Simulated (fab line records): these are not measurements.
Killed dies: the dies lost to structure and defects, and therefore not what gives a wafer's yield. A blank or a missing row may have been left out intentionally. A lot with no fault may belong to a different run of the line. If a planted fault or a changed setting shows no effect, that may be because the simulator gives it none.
Matching of chambers :: flow gf180mcu :: GF_V3_CVD_02 on pecvd-04: 3 sister chambers
The step deposits SiO2 from TEOS, target thk 850 nm, time 94.851 s. 18 wafers are shown with their chamber, then 9 later ones without.

## WAFERS PAIRED WITH THEIR CHAMBERS
wafer: L076.1
chamber: 0
heaterPowerW (W): 799

wafer: L076.4
chamber: 0
heaterPowerW (W): 841

wafer: L076.5
chamber: 2
heaterPowerW (W): 545

wafer: L077.1
chamber: 0
heaterPowerW (W): 834

wafer: L077.2
chamber: 1
heaterPowerW (W): 518

wafer: L077.3
chamber: 2
heaterPowerW (W): 577

wafer: L077.4
chamber: 2
heaterPowerW (W): 608

wafer: L077.5
chamber: 1
heaterPowerW (W): 545

wafer: L077.6
chamber: 0
heaterPowerW (W): 704

wafer: L078.3
chamber: 2
heaterPowerW (W): 514

wafer: L078.4
chamber: 2
heaterPowerW (W): 562

wafer: L078.5
chamber: 1
heaterPowerW (W): 595

wafer: L080.3
chamber: 1
heaterPowerW (W): 540

wafer: L080.4
chamber: 2
heaterPowerW (W): 550

wafer: L080.6
chamber: 1
heaterPowerW (W): 566

wafer: L085.4
chamber: 0
heaterPowerW (W): 835

wafer: L085.5
chamber: 2
heaterPowerW (W): 465

wafer: L085.6
chamber: 1
heaterPowerW (W): 607

SIGNATURES, as means of the wafers listed above
reading: heaterPowerW
chamber 0: 802.60
chamber 1: 561.83
chamber 2: 545.86
scatter within a chamber: 46
Rule: a wafer lies at a distance from a chamber equal to the root of the sum of squares, over the readings, of (its reading less the chamber's mean, divided by the reading's scatter). The wafer belongs to the nearest chamber; if the next one is less than 2 further off, it can't be placed. How the scatter is found: for the shown wafers, subtract from each reading the mean of its chamber, square and add these, divide the total by (wafers less chambers), then take the root.

## WAFERS MISSING THEIR CHAMBER
wafer: L086.1
heaterPowerW (W): 565

wafer: L086.2
heaterPowerW (W): 592

wafer: L086.5
heaterPowerW (W): 584

wafer: L094.3
heaterPowerW (W): 589

wafer: L094.4
heaterPowerW (W): 472

wafer: L094.5
heaterPowerW (W): 474

wafer: L095.2
heaterPowerW (W): 487

wafer: L095.4
heaterPowerW (W): 845

wafer: L095.6
heaterPowerW (W): 555

## EACH ONE'S CHAMBER
wafer: L086.1
from the rows above: can't be placed: 1 or 2
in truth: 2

wafer: L086.2
from the rows above: can't be placed: 1 or 2
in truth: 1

wafer: L086.5
from the rows above: can't be placed: 1 or 2
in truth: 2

wafer: L094.3
from the rows above: can't be placed: 1 or 2
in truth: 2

wafer: L094.4
from the rows above: can't be placed: 2 or 1
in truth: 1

wafer: L094.5
from the rows above: can't be placed: 2 or 1
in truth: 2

wafer: L095.2
from the rows above: can't be placed: 2 or 1
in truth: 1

wafer: L095.4
from the rows above: 0
in truth: 0

wafer: L095.6
from the rows above: can't be placed: 1 or 2
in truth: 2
Correct placement for 1 of the 9. From these rows, 8 cannot be placed; in 8 the true chamber is one of the candidates. 0 placed wrongly.
